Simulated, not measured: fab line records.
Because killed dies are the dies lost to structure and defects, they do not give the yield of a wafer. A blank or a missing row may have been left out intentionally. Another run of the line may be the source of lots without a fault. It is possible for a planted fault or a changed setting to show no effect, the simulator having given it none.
Which of the tools did it? | flow gf180mcu | 18 wafers from 6 lots sampled at 3 of the route's 602 steps

## WHAT THE GAUGES READ, wafer by wafer
GF_PSD_RS_MEAS_14: uses a four-point probe to measure.
lot  | measured     | on            | NSD_RS (ohm/sq)
L873 | day 15 16:17 | film_metro-02 | 46.18 46.18 46.03
L875 | day 15 19:29 | film_metro-04 | 45.98 45.97 46.02
L879 | day 17 00:25 | film_metro-04 | 46.11 46.01 46.11
L881 | day 17 17:55 | film_metro-04 | 46.02 46.08 46.04
L884 | day 18 20:10 | film_metro-04 | 46.14 46.09 46.05

## TOOL THAT RAN EACH LOT (tool first, then ch and the chambers of the sampled wafers, then the start)
lot  | GF_VT_IMPLANT_RTA_45             | GF_DUAL_GATE_STRIP_13
L873 | rtp_anneal-02 ch 0, day 8 20:25  | plasma_asher-04 ch 0,1, day 9 14:50
L875 | rtp_anneal-01 ch 0, day 8 22:50  | plasma_asher-02 ch 0,1, day 9 19:46
L879 | rtp_anneal-02 ch 0, day 9 22:14  | plasma_asher-02 ch 0, day 10 17:16
L881 | rtp_anneal-02 ch 0, day 10 09:03 | plasma_asher-04 ch 0,1, day 11 05:37
L884 | rtp_anneal-02 ch 0, day 11 03:43 | plasma_asher-02 ch 0,1, day 12 00:34
L891 | rtp_anneal-02 ch 0, day 13 00:22 | plasma_asher-03 ch 0,1, day 14 02:43
- GF_VT_IMPLANT_RTA_45: time 30 s.
- GF_DUAL_GATE_STRIP_13: strips in O2/N2.

## THE ANSWER, worked out from the rows above alone
Rule: the lots themselves supply what counts as usual. The widest of any qualifying gaps counts: lots, ordered by their means at a reading, are off when they make up no more than a third of the lots, leave a main group of 4 or more, and stand apart from it by 3 or more times the standard deviation of that group's means. A main group whose means are all the same, to the digits that the tables above print for the reading, isn't used. A lot without any number at a reading at which 4 lots or more have one is off too. Any other lot the step has rows for is counted as sound.
No lot is off on any of the readings shown, so nothing can be concluded from this.

## WHAT WAS PUT IN BY THE SIMULATOR
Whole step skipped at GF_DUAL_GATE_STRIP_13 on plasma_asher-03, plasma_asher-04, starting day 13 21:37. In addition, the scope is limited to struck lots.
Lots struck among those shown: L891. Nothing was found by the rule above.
